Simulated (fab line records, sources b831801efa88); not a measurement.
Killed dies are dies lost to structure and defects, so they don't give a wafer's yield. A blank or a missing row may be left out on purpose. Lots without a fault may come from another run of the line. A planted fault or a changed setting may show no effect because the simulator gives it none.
Which tool did it? | flow gf180mcu | 6 lots, 18 wafers sampled, at 3 steps of a route of 602

WHAT THE GAUGES READ, wafer by wafer
GF_MVPSD_OVL_MEAS_07.
lot  | measured     | on         | MVPSD_OVL (nm)
L438 | day 5 13:13  | overlay-02 | -1.3 -0.7 -2.2
L440 | day 6 04:14  | overlay-02 | 2.8 1.4 1.2
L444 | day 7 00:45  | overlay-02 | 1.6 -0.2 0.3
L458 | day 10 10:55 | overlay-01 | 0.2 -0.7 2.8

WHICH TOOL RAN EACH LOT (tool, then ch and the chambers of the sampled wafers, then the start)
lot  | GF_STI_ETCH_14                  | GF_STI_STRIP_15
L438 | rie_si-01 ch 1,2,3, day 2 11:31 | plasma_asher-03 ch 0,1, day 2 11:38
L440 | rie_si-02 ch 1,2, day 2 22:05   | plasma_asher-01 ch 0,1, day 2 22:10
L444 | rie_si-02 ch 0,2,3, day 3 20:46 | plasma_asher-03 ch 0,1, day 3 20:50
L449 | rie_si-02 ch 0,2,3, day 4 19:46 | plasma_asher-03 ch 0,1, day 4 19:53
L451 | rie_si-02 ch 0,1,2, day 5 08:04 | plasma_asher-02 ch 0,1, day 5 08:08
L458 | rie_si-01 ch 1,2,3, day 6 18:31 | plasma_asher-01 ch 0,1, day 6 18:35
- GF_STI_ETCH_14: etches Si in HBr/Cl2/O2, target depth 360 nm, time 102.9 s.
- GF_STI_STRIP_15: strips in O2/N2.

THE ANSWER, worked out from the rows above alone
Rule: what is usual is taken from the lots themselves. Put in order of their means at a reading, lots are off if they are a third of the lots or fewer, leave a main group of 4 or more, and stand apart from it by a gap of 3 or more times the standard deviation of the main group's means; of several such gaps the widest counts. A main group whose means are all the same, to the digits that the tables above print for the reading, isn't used. A lot without any number at a reading at which 4 lots or more have one is off too. The other lots that the step has rows for count as sound.
No lot is off at any reading shown: from this, nothing can be told.

WHAT THE SIMULATOR HAD PUT IN
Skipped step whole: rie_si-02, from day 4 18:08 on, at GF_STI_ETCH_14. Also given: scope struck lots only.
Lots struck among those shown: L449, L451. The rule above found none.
